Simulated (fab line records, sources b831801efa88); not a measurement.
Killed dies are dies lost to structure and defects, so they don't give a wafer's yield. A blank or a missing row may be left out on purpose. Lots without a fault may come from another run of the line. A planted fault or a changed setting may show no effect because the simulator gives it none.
A struck lot beside a sound one | flow gf180mcu | 13 steps out of a route of 602
Sound: wafers L961.1, L961.3, L961.4. Struck: wafers L952.2, L952.3, L952.6. The cause comes at the end.
At each step with rows: each side's tool, then ch and its chambers, then its first start. Under that, the readings that differ: sound wafers | struck wafers | difference of the means | sigmas: that difference in standard deviations of wafers without a fault.
alike: readings whose means differ by less than 2 such deviations, and words and numbers that are the same on both sides. not compared: withheld readings, readings that some wafer has no value for, bounds like >300 that may hide the same value, and numbers for which the record gives no deviation and whose values overlap.
The two part at a step that has a row with sigmas, a row that says differs or no value, or rows on one side only. Numbers that don't overlap but have no deviation are shown without sigmas and don't part them. A reading that every wafer of one side lacks parts them only if that side has two wafers or more.

GF_STI_BOW_MEAS_00:
  sound on film_metro-02, day 4 23:00; struck on film_metro-03, day 3 02:01
  alike: INCOMING_BOW
then, 1 step without rows for these wafers: GF_STI_OXIDATION_01 (stabilise 600 s, purge 300 s, target thk 10 nm).
GF_STI_THK_MEAS_02:
  sound on film_metro-03, day 5 00:31; struck on film_metro-04, day 3 03:52
  reading                | sound             | struck         | difference | sigmas
  STI_OXIDATION_THK (nm) | 10.25 10.14 10.28 | 9.61 9.90 9.91 | -0.42      | -2
then, 1 step without rows for these wafers: GF_STI_CVD_03 (deposits Si3N4 from DCS/NH3, target thk 207.16 nm, time 3551 s).
GF_STI_THK_MEAS_04:
  sound on film_metro-02, day 5 03:33; struck on film_metro-02, day 3 06:55
  alike: STI_CVD_03_THK
then, 6 steps without rows for these wafers: GF_STI_DEHYDRATE_05 (time 60 s); GF_STI_HMDS_06 (prime time 60 s); GF_STI_COAT_07 (resist thk 700 nm); GF_STI_SOFTBAKE_08 (time 60 s); GF_STI_EXPOSE_09 (exposes mask COMP, target cd 220 nm); GF_STI_PEB_10 (peb time 90 s).
GF_STI_DEVELOP_11: develop time 60 s.
  sound on litho_track-04 ch 0, day 5 18:40; struck on litho_track-01, day 3 19:39
  no value came back on the struck wafers for chill_plate_temp_C (C), develop_time_s (s), developer_temp_C (C); on the sound wafers chill_plate_temp_C (C) reads 22.87 22.97 22.98
  reading                              | sound             | struck          | difference | sigmas
  model.KrF_of_STI_COAT_07.thk_nm (nm) | 688.7 686.4 688.2 | 699.4 700.8 700 | +12.3      |
GF_STI_CD_MEAS_12: target cd 220 nm.
  sound on cd_sem-02, day 5 18:49; struck on cd_sem-02, day 3 19:47
  reading    | sound             | struck | difference                    | sigmas
  cd_nm (nm) | 220.2 219.8 221.0 | - - -  | no value on the struck wafers |

WHERE THEY PART
First at GF_STI_THK_MEAS_02; last, within this record, at GF_STI_CD_MEAS_12.

WHY: what the simulator had put in
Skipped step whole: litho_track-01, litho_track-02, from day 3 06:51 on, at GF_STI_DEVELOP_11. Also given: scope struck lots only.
